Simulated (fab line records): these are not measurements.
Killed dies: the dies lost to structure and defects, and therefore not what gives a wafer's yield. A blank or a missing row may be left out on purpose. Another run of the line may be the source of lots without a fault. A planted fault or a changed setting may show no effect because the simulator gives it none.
Lot-split experiment :: flow sfq_line :: route with 325 steps; 5 lots, 23 wafers read

THE SPLIT ITSELF
At SFQ_TRILAYER_I2_VIA_LITHO_COAT_067 (resist thk 650 nm), the setting spin_rpm was moved away from the recipe's 3000 rpm on 5 of the 23 wafers read, by +3.2% to +4.8%. This setting was run at the recipe's value on the other wafers.

There is no step in the file separating the split from the reading.

THE READING
KrF_of_TRILAYER_I2_VIA_LITHO_COAT_067.thk_nm (the simulator's own value, which no gauge read), in nm, at SFQ_TRILAYER_I2_VIA_BARC_OPEN_VIA_ETCH_096 (etches BARC in O2, target depth 125 nm, time 41.7 s). The file gives no usual value for it. Average 573.7 nm, standard deviation 2.4 nm, over the 18 wafers here run with the recipe.

wafer: L075.1
tool, chamber at the split: litho_track-03, 0
spin_rpm as run, rpm: 3000
against the recipe: recipe
KrF_of_TRILAYER_I2_VIA_LITHO_COAT_067.thk_nm, nm: 571
against lot-mates on the recipe: -

wafer: L075.2
tool, chamber at the split: litho_track-03, 0
spin_rpm as run, rpm: 3000
against the recipe: recipe
KrF_of_TRILAYER_I2_VIA_LITHO_COAT_067.thk_nm, nm: 574.1
against lot-mates on the recipe: -

wafer: L075.3
tool, chamber at the split: litho_track-03, 0
spin_rpm as run, rpm: 3000
against the recipe: recipe
KrF_of_TRILAYER_I2_VIA_LITHO_COAT_067.thk_nm, nm: 573.4
against lot-mates on the recipe: -

wafer: L075.4
tool, chamber at the split: litho_track-03, 0
spin_rpm as run, rpm: 3000
against the recipe: recipe
KrF_of_TRILAYER_I2_VIA_LITHO_COAT_067.thk_nm, nm: 574.7
against lot-mates on the recipe: -

wafer: L075.5
tool, chamber at the split: litho_track-03, 0
spin_rpm as run, rpm: 3000
against the recipe: recipe
KrF_of_TRILAYER_I2_VIA_LITHO_COAT_067.thk_nm, nm: 572.1
against lot-mates on the recipe: -

wafer: L076.1
tool, chamber at the split: litho_track-03, 0
spin_rpm as run, rpm: 3000
against the recipe: recipe
KrF_of_TRILAYER_I2_VIA_LITHO_COAT_067.thk_nm, nm: 573.8
against lot-mates on the recipe: -

wafer: L076.2
tool, chamber at the split: litho_track-03, 0
spin_rpm as run, rpm: 3095
against the recipe: +3.2%
KrF_of_TRILAYER_I2_VIA_LITHO_COAT_067.thk_nm, nm: 554.8
against lot-mates on the recipe: -16.9

wafer: L076.3
tool, chamber at the split: litho_track-03, 0
spin_rpm as run, rpm: 3000
against the recipe: recipe
KrF_of_TRILAYER_I2_VIA_LITHO_COAT_067.thk_nm, nm: 574.2
against lot-mates on the recipe: -

wafer: L076.4
tool, chamber at the split: litho_track-03, 0
spin_rpm as run, rpm: 3000
against the recipe: recipe
KrF_of_TRILAYER_I2_VIA_LITHO_COAT_067.thk_nm, nm: 567
against lot-mates on the recipe: -

wafer: L076.5
tool, chamber at the split: litho_track-03, 0
spin_rpm as run, rpm: 3095
against the recipe: +3.2%
KrF_of_TRILAYER_I2_VIA_LITHO_COAT_067.thk_nm, nm: 562
against lot-mates on the recipe: -9.7

wafer: L079.1
tool, chamber at the split: litho_track-01, 0
spin_rpm as run, rpm: 3000
against the recipe: recipe
KrF_of_TRILAYER_I2_VIA_LITHO_COAT_067.thk_nm, nm: 576.9
against lot-mates on the recipe: -

wafer: L079.3
tool, chamber at the split: litho_track-01, 0
spin_rpm as run, rpm: 3000
against the recipe: recipe
KrF_of_TRILAYER_I2_VIA_LITHO_COAT_067.thk_nm, nm: 576.6
against lot-mates on the recipe: -

wafer: L079.4
tool, chamber at the split: litho_track-01, 0
spin_rpm as run, rpm: 3000
against the recipe: recipe
KrF_of_TRILAYER_I2_VIA_LITHO_COAT_067.thk_nm, nm: 574.7
against lot-mates on the recipe: -

wafer: L079.5
tool, chamber at the split: litho_track-01, 0
spin_rpm as run, rpm: 3000
against the recipe: recipe
KrF_of_TRILAYER_I2_VIA_LITHO_COAT_067.thk_nm, nm: 575.6
against lot-mates on the recipe: -

wafer: L079.6
tool, chamber at the split: litho_track-01, 0
spin_rpm as run, rpm: 3000
against the recipe: recipe
KrF_of_TRILAYER_I2_VIA_LITHO_COAT_067.thk_nm, nm: 576.2
against lot-mates on the recipe: -

wafer: L082.1
tool, chamber at the split: litho_track-03, 0
spin_rpm as run, rpm: 3000
against the recipe: recipe
KrF_of_TRILAYER_I2_VIA_LITHO_COAT_067.thk_nm, nm: 571
against lot-mates on the recipe: -

wafer: L082.2
tool, chamber at the split: litho_track-03, 0
spin_rpm as run, rpm: 3000
against the recipe: recipe
KrF_of_TRILAYER_I2_VIA_LITHO_COAT_067.thk_nm, nm: 571.6
against lot-mates on the recipe: -

wafer: L082.4
tool, chamber at the split: litho_track-03, 0
spin_rpm as run, rpm: 3000
against the recipe: recipe
KrF_of_TRILAYER_I2_VIA_LITHO_COAT_067.thk_nm, nm: 573.2
against lot-mates on the recipe: -

wafer: L085.1
tool, chamber at the split: litho_track-01, 0
spin_rpm as run, rpm: 3144
against the recipe: +4.8%
KrF_of_TRILAYER_I2_VIA_LITHO_COAT_067.thk_nm, nm: 558.9
against lot-mates on the recipe: -16.0

wafer: L085.2
tool, chamber at the split: litho_track-01, 0
spin_rpm as run, rpm: 3144
against the recipe: +4.8%
KrF_of_TRILAYER_I2_VIA_LITHO_COAT_067.thk_nm, nm: 558
against lot-mates on the recipe: -16.9

wafer: L085.6
tool, chamber at the split: litho_track-01, 0
spin_rpm as run, rpm: 3144
against the recipe: +4.8%
KrF_of_TRILAYER_I2_VIA_LITHO_COAT_067.thk_nm, nm: 558
against lot-mates on the recipe: -16.9

wafer: L085.3
tool, chamber at the split: litho_track-01, 0
spin_rpm as run, rpm: 3000
against the recipe: recipe
KrF_of_TRILAYER_I2_VIA_LITHO_COAT_067.thk_nm, nm: 576.3
against lot-mates on the recipe: -

wafer: L085.4
tool, chamber at the split: litho_track-01, 0
spin_rpm as run, rpm: 3000
against the recipe: recipe
KrF_of_TRILAYER_I2_VIA_LITHO_COAT_067.thk_nm, nm: 573.5
against lot-mates on the recipe: -

THE FIT
A straight line over all 23 wafers: KrF_of_TRILAYER_I2_VIA_LITHO_COAT_067.thk_nm changes by -3.53 nm for each +1% of spin_rpm; r = -0.91; the points scatter about the line by 2.9 nm.
The same after taking each lot's own level away (the mean of its wafers on the recipe; 23 wafers): -3.61 nm for each +1%; r = -0.96; scatter 2 nm.
According to that fit, moving spin_rpm by its largest amount changes the reading by 17 nm.
The lots' own levels span 571.67 to 576.00 nm, that is 1.8 times the standard deviation above.
So the lot-to-lot level changes the slope little: the two slopes agree.
Check: with one of the wafers moved furthest among these (+4.8%) left out of the fit, the line predicts -17.9 nm for it against its lot-mates. Against them it came out at -16 nm.

THE OTHER SPLITS THESE WAFERS WENT THROUGH
Before the reading, these wafers also passed through other splits. Each is held against what the fit with the lots' levels taken away leaves over:
other split on the same wafers: SFQ_TRILAYER_I1_VIA_BARC_OPEN_VIA_ETCH_071 time_s
wafers away from the commonest value: 5
r with KrF_of_TRILAYER_I2_VIA_LITHO_COAT_067.thk_nm (lot level and that fit taken away): -0.15

other split on the same wafers: SFQ_TRILAYER_M2_LITHO_COAT_057 resist_thk_nm
wafers away from the commonest value: 11
r with KrF_of_TRILAYER_I2_VIA_LITHO_COAT_067.thk_nm (lot level and that fit taken away): +0.01

other split on the same wafers: SFQ_TRILAYER_M2_BARC_OPEN_METAL_ETCH_077 bias_w
wafers away from the commonest value: 8
r with KrF_of_TRILAYER_I2_VIA_LITHO_COAT_067.thk_nm (lot level and that fit taken away): -0.44

other split on the same wafers: SFQ_TRILAYER_I2_VIA_LITHO_COAT_072 spin_rpm
wafers away from the commonest value: 4
r with KrF_of_TRILAYER_I2_VIA_LITHO_COAT_067.thk_nm (lot level and that fit taken away): +0.33

THE WHOLE CHAIN: every reading that the file lists as answering this split, in the file's order
step: SFQ_TRILAYER_I2_VIA_LITHO_COAT_067
what it does: resist thk 650 nm
reading: KrF_of_TRILAYER_I2_VIA_LITHO_COAT_067.thk_nm (the simulator's own value, which no gauge read)
change (the file's fit): -3.35 nm for each +1% of the setting
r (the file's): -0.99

step: SFQ_TRILAYER_I2_VIA_BARC_OPEN_VIA_ETCH_096
what it does: etches BARC in O2, target depth 125 nm, time 41.7 s
reading: KrF_of_TRILAYER_I2_VIA_LITHO_COAT_067.thk_nm (the simulator's own value, which no gauge read)
change (the file's fit): -3.68 nm for each +1% of the setting
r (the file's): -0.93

step: SFQ_TRILAYER_I2_VIA_ETCH_VIA_ETCH_070
what it does: etches SiO2 in CHF3, stops on Nb, target depth 260 nm
reading: KrF_of_TRILAYER_I2_VIA_LITHO_COAT_067.thk_nm (the simulator's own value, which no gauge read)
change (the file's fit): -3.55 nm for each +1% of the setting, in a fit together with time_s@TRILAYER_I2_VIA_BARC_OPEN_VIA_ETCH_096
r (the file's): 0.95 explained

THE FILE'S OWN FIT
KrF_of_TRILAYER_I2_VIA_LITHO_COAT_067.thk_nm changes by -3.68 nm for each +1% of spin_rpm, r = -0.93.
